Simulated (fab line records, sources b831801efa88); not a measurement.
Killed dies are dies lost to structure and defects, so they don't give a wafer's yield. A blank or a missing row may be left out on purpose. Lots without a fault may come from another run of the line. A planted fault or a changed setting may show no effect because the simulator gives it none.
Which tool did it? | flow sky130 | 11 lots, 33 wafers sampled, at 3 steps of a route of 708

WHAT THE GAUGES READ, wafer by wafer
SKY_NWELL_TW_MEAS_26.
lot  | measured     | on            | NWELL_2_TW
L180 | day 5 09:58  | film_metro-01 | 496.5 498.1 500.3
L182 | day 6 13:25  | film_metro-01 | 495.1 497.4 498.5
L183 | day 7 01:29  | film_metro-03 | 513.5 512.5 514.3
L184 | day 7 10:53  | film_metro-01 | 514.1 516.1 511.1
L186 | day 7 17:59  | film_metro-03 | 515.2 511.7 514.0
L190 | day 8 00:41  | film_metro-03 | 494.1 495.1 493.6
L195 | day 9 12:40  | film_metro-01 | 499.6 495.9 498.6
L196 | day 9 17:46  | film_metro-03 | 490.6 489.5 491.2
L198 | day 10 05:10 | film_metro-02 | 492.7 492.3 492.4
L200 | day 10 23:54 | film_metro-01 | 498.0 501.1 497.0
L202 | day 11 05:27 | film_metro-02 | 492.4 489.6 490.7

WHICH TOOL RAN EACH LOT (tool, then ch and the chambers of the sampled wafers, then the start)
lot  | SKY_FIELD_ISO_ETCH_15             | SKY_NWELL_IMPLANT_24
L180 | rie_diel-04 ch 1,2,3, day 2 09:08 | implanter-02 ch 0, day 5 09:43
L182 | rie_diel-01 ch 0,2, day 2 20:23   | implanter-02 ch 0, day 6 13:10
L183 | rie_diel-02 ch 0,1, day 3 01:33   | implanter-02 ch 0, day 7 01:15
L184 | rie_diel-01 ch 0,1,3, day 3 07:30 | implanter-02 ch 0, day 7 10:39
L186 | rie_diel-04 ch 0,1,2, day 3 19:59 | implanter-02 ch 0, day 7 17:46
L190 | rie_diel-04 ch 1,2, day 4 12:35   | implanter-03 ch 0, day 8 00:28
L195 | rie_diel-04 ch 0,1,2, day 5 17:11 | implanter-03 ch 0, day 9 12:25
L196 | rie_diel-01 ch 0,1, day 6 00:03   | implanter-03 ch 0, day 9 17:31
L198 | rie_diel-01 ch 1,3, day 6 08:23   | implanter-03 ch 0, day 10 04:55
L200 | rie_diel-02 ch 0,2,3, day 6 20:08 | implanter-02 ch 0, day 10 23:42
L202 | rie_diel-04 ch 0,1, day 7 04:27   | implanter-04 ch 0, day 11 05:15
- SKY_FIELD_ISO_ETCH_15: etches the open film in CHF3/O2, stops on Si, target depth 180 nm, time 72 s.
- SKY_NWELL_IMPLANT_24

WHAT THE TOOLS THEMSELVES READ (means of the sampled wafers that have a number; where no wafer has one, the mark that the record gives instead)
SKY_FIELD_ISO_ETCH_15.
lot  | tool        | chamber_pressure_mTorr (mTorr) | chf3_flow_sccm (sccm) | drypump_motor_current_A (A) | oes_product_au (a.u.) | throttle_valve_pct (%)
L180 | rie_diel-04 | 39.99                          | 49.91                 | 5.5                         | 0.951                 | 8.858
L182 | rie_diel-01 | 40.02                          | 49.98                 | 5.2                         | 0.948                 | 8.847
L183 | rie_diel-02 | 40.01                          | 49.91                 | 6.1                         | 0.956                 | 8.848
L184 | rie_diel-01 | 39.97                          | 49.93                 | 5.5                         | 0.944                 | 8.841
L186 | rie_diel-04 | 40.01                          | 49.95                 | 5.4                         | 0.943                 | 8.837
L190 | rie_diel-04 | 40.00                          | 50.07                 | 5.9                         | 0.956                 | 8.837
L195 | rie_diel-04 | 40.02                          | 49.93                 | 5.5                         | 0.957                 | 8.842
L196 | rie_diel-01 | 40.01                          | 49.83                 | 5.2                         | 0.950                 | 8.846
L198 | rie_diel-01 | 39.98                          | 49.88                 | 5.7                         | 0.951                 | 8.851
L200 | rie_diel-02 | 40.01                          | 50.03                 | 6.2                         | 0.954                 | 8.849
L202 | rie_diel-04 | 40.03                          | 50.15                 | 5.4                         | 0.951                 | 8.851

SKY_NWELL_IMPLANT_24.
lot  | tool         | dose_ions_cm2 | end_station_pressure_torr (Torr) | faraday_current_uA
L180 | implanter-02 | 9.2e+12       | 5.32e-06                         | 51.5
L182 | implanter-02 | 9.2e+12       | 4.84e-06                         | 51.5
L183 | implanter-02 | 1.0e+13       | 5.42e-06                         | 57.6
L184 | implanter-02 | 1.0e+13       | 5.42e-06                         | 57.4
L186 | implanter-02 | 1.0e+13       | 4.93e-06                         | 57.4
L190 | implanter-03 | 9.2e+12       | 5.06e-06                         | 52.4
L195 | implanter-03 | 9.2e+12       | 4.91e-06                         | 52.2
L196 | implanter-03 | 9.2e+12       | 4.98e-06                         | 52.2
L198 | implanter-03 | 9.2e+12       | 5.01e-06                         | 53.0
L200 | implanter-02 | 9.2e+12       | 4.79e-06                         | 51.1
L202 | implanter-04 | 9.2e+12       | 4.92e-06                         | 52.3

THE ANSWER, worked out from the rows above alone
Rule: what is usual is taken from the lots themselves. Put in order of their means at a reading, lots are off if they are a third of the lots or fewer, leave a main group of 4 or more, and stand apart from it by a gap of 3 or more times the standard deviation of the main group's means; of several such gaps the widest counts. A main group whose means are all the same, to the digits that the tables above print for the reading, isn't used. A lot without any number at a reading at which 4 lots or more have one is off too. The other lots that the step has rows for count as sound. The gauges are gone through in route order, then the tools' own readings, and for those a lot's mean is taken as printed above. The first step at which some lot is off is used, and at that step the reading that is off furthest; a lot without a number counts as furthest.
Off: L183, L184, L186, at SKY_NWELL_TW_MEAS_26 (NWELL_2_TW). The main group: mean 495.0, standard deviation 3.2.
A tool fits if, at a process step before that reading, it ran every lot that is off, and no sound lot after the first of them. The gauges at SKY_NWELL_TW_MEAS_26 aren't tried: what is off there is off at SKY_NWELL_IMPLANT_24 too, on other tools, and a gauge's error can't cause that. None of those tried fits.

WHAT THE SIMULATOR HAD PUT IN
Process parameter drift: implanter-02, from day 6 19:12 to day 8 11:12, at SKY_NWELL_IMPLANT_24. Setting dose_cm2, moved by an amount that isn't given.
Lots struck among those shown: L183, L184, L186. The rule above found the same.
